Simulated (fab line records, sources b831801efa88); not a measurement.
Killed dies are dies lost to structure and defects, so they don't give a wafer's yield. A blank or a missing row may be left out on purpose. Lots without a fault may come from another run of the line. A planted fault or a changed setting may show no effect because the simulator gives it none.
A struck lot beside a sound one | flow sfq_line | 17 steps out of a route of 325
Sound: wafers L818.3, L818.4, L818.6. Struck: wafer L823.3. (L823.1, L823.5 of the same lot were not struck and are left out.) The cause comes at the end.
At each step with rows: each side's tool, then ch and its chambers, then its first start. Under that, the readings that differ: sound wafers | struck wafers | difference of the means | sigmas: that difference in standard deviations of wafers without a fault.
alike: readings whose means differ by less than 2 such deviations, and words and numbers that are the same on both sides. not compared: withheld readings, readings that some wafer has no value for, bounds like >300 that may hide the same value, and numbers for which the record gives no deviation and whose values overlap.
The two part at a step that has a row with sigmas, a row that says differs or no value, or rows on one side only. Numbers that don't overlap but have no deviation are shown without sigmas and don't part them. A reading that every wafer of one side lacks parts them only if that side has two wafers or more.

SFQ_TRILAYER_I7_VIA_STRIP_STRIP_191: strips in O2.
  sound on rie_metal-01 ch 0,1, day 75 15:51; struck on rie_metal-03 ch 1, day 76 21:13
  reading                     | sound          | struck | difference | sigmas
  drypump_motor_current_A (A) | 5.70 5.83 5.69 | 6.32   | +0.58      | +2
  alike: oes_product_au
  not compared: rf_hours_counter_h
then, 8 steps without rows for these wafers: SFQ_TRILAYER_I7_VIA_STRIP_SOLV_CLEAN_192 (cleans in NMP, time 600 s); SFQ_TRILAYER_M8_LITHO_LOR_COAT_197; SFQ_TRILAYER_M8_LITHO_LOR_BAKE_198; SFQ_TRILAYER_M8_LITHO_COAT_193 (resist thk 600 nm); SFQ_TRILAYER_M8_LITHO_SOFTBAKE_199; SFQ_TRILAYER_M8_LITHO_EXPOSE_194 (exposes mask M8, target cd 2000 nm); SFQ_TRILAYER_M8_LITHO_PEB_196 (peb time 60 s); SFQ_TRILAYER_M8_LITHO_DEVELOP_195 (img clear 15 s, time 55 s).
-- the record jumps here: 3 days lie between the struck wafers' starts before and after --
SFQ_M8_OVL_MEAS_948:
  sound on overlay-02, day 79 05:07; struck on overlay-01, day 80 08:43
  alike: M8_OVL
then, 2 steps without rows for these wafers: SFQ_TRILAYER_M8_DEP_EVAP_197 (material Ti, target thk 20 nm, time 100 s); SFQ_TRILAYER_M8_DEP_EVAP_198 (material Pt, target thk 50 nm, time 250 s).
SFQ_TRILAYER_M8_DEP_EVAP_196: material Au, target thk 180 nm, time 900 s.
  sound on pvd_sputter-02, day 79 05:23; struck on pvd_sputter-01, day 80 08:59
  reading                                          | sound           | struck | difference | sigmas
  model.Au_of_TRILAYER_M8_DEP_EVAP_196.thk_nm (nm) | 177.4 180.5 179 | 217.7  | +38.7      |
SFQ_M8_RS_MEAS_949: measures by four-point-probe.
  sound on film_metro-03, day 79 05:56; struck on film_metro-03, day 80 09:29
  reading           | sound                | struck | difference | sigmas
  M8_AU_RS (ohm/sq) | 0.1557 0.1531 0.1547 | 0.1268 | -0.0277    | -18
SFQ_M8_THK_MEAS_950: measures by xrf.
  sound on film_metro-03, day 79 06:02; struck on film_metro-03, day 80 09:37
  reading        | sound             | struck | difference | sigmas
  M8_AU_THK (nm) | 176.4 179.4 178.6 | 214.6  | +36.5      | +18
then, 1 step without rows for these wafers: SFQ_TRILAYER_M8_LIFTOFF_LIFTOFF_197 (chemistry NMP, time 600 s).
SFQ_M8_BOW_MEAS_951:
  sound on film_metro-04, day 79 06:17; struck on film_metro-04, day 80 09:51
  reading               | sound                | struck | difference | sigmas
  model.etest.m8.ohm_sq | 0.1558 0.1531 0.1543 | 0.1269 | -0.0275    |
  alike: M8_BOW
  not compared: model.etest.i7.link_ohm

WHERE THEY PART
First at SFQ_TRILAYER_I7_VIA_STRIP_STRIP_191; last, within this record, at SFQ_M8_THK_MEAS_950. Later steps at which nothing parts them and some readings are alike: SFQ_M8_BOW_MEAS_951.

WHY: what the simulator had put in
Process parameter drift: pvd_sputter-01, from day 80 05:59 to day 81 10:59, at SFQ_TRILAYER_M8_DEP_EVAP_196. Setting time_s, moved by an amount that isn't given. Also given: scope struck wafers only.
